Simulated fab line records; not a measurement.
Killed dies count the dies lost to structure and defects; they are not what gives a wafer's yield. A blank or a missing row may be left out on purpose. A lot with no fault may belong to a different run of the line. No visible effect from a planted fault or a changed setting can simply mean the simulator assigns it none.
Matching of chambers + flow gf180mcu + cmp-01 running GF_V2_CMP_26: 4 sister chambers
The step polishes, stops on SiO2, t overpolish 15 s, target thk 0 nm. 4 wafers are shown with their chamber, then 10 later ones without.

## EACH WAFER AND ITS CHAMBER
| wafer  | chamber | time to endpoint s (s) |
|--------|---------|------------------------|
| L083.4 | 2       | 91                     |
| L085.6 | 0       | 79                     |
| L086.1 | 1       | 90                     |
| L086.2 | 3       | 94                     |

## WAFERS WITH NO CHAMBER GIVEN
| wafer  | time to endpoint s (s) |
|--------|------------------------|
| L086.4 | 92                     |
| L091.2 | 85                     |
| L091.4 | 95                     |
| L091.6 | 87                     |
| L092.1 | 86                     |
| L092.2 | 90                     |
| L092.4 | 86                     |
| L097.1 | 84                     |
| L097.2 | 87                     |
| L097.4 | 95                     |

## THE CHAMBER EACH PASSED THROUGH
| wafer  | from the rows above               | in truth |
|--------|-----------------------------------|----------|
| L086.4 | can't be placed: 2 or 1 or 3      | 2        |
| L091.2 | can't be placed: 1 or 0 or 2 or 3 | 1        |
| L091.4 | can't be placed: 3 or 2 or 1      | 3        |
| L091.6 | can't be placed: 1 or 2 or 3 or 0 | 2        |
| L092.1 | can't be placed: 1 or 2 or 0 or 3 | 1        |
| L092.2 | can't be placed: 1 or 2 or 3      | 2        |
| L092.4 | can't be placed: 1 or 2 or 0 or 3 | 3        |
| L097.1 | can't be placed: 0 or 1 or 2 or 3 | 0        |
| L097.2 | can't be placed: 1 or 2 or 3 or 0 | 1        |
| L097.4 | can't be placed: 3 or 2 or 1      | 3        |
Correctly placed: 0 of 10. Can't be placed from these rows: 10 (the true chamber is among the candidates in 10). Wrongly placed: 0.
How it was worked out, from the rows above alone: a wafer's distance from a chamber is the root of the sum, over the readings, of the square of ((its reading less the chamber's mean) divided by the reading's scatter). The wafer belongs to the nearest chamber; if the next one is less than 2 further off, it can't be placed. For every chamber, the mean is computed from those of its wafers that are shown. The scatter (one wafer shown for each chamber): square how far every hidden wafer sits from the nearest shown wafer, average those squares and take the square root.
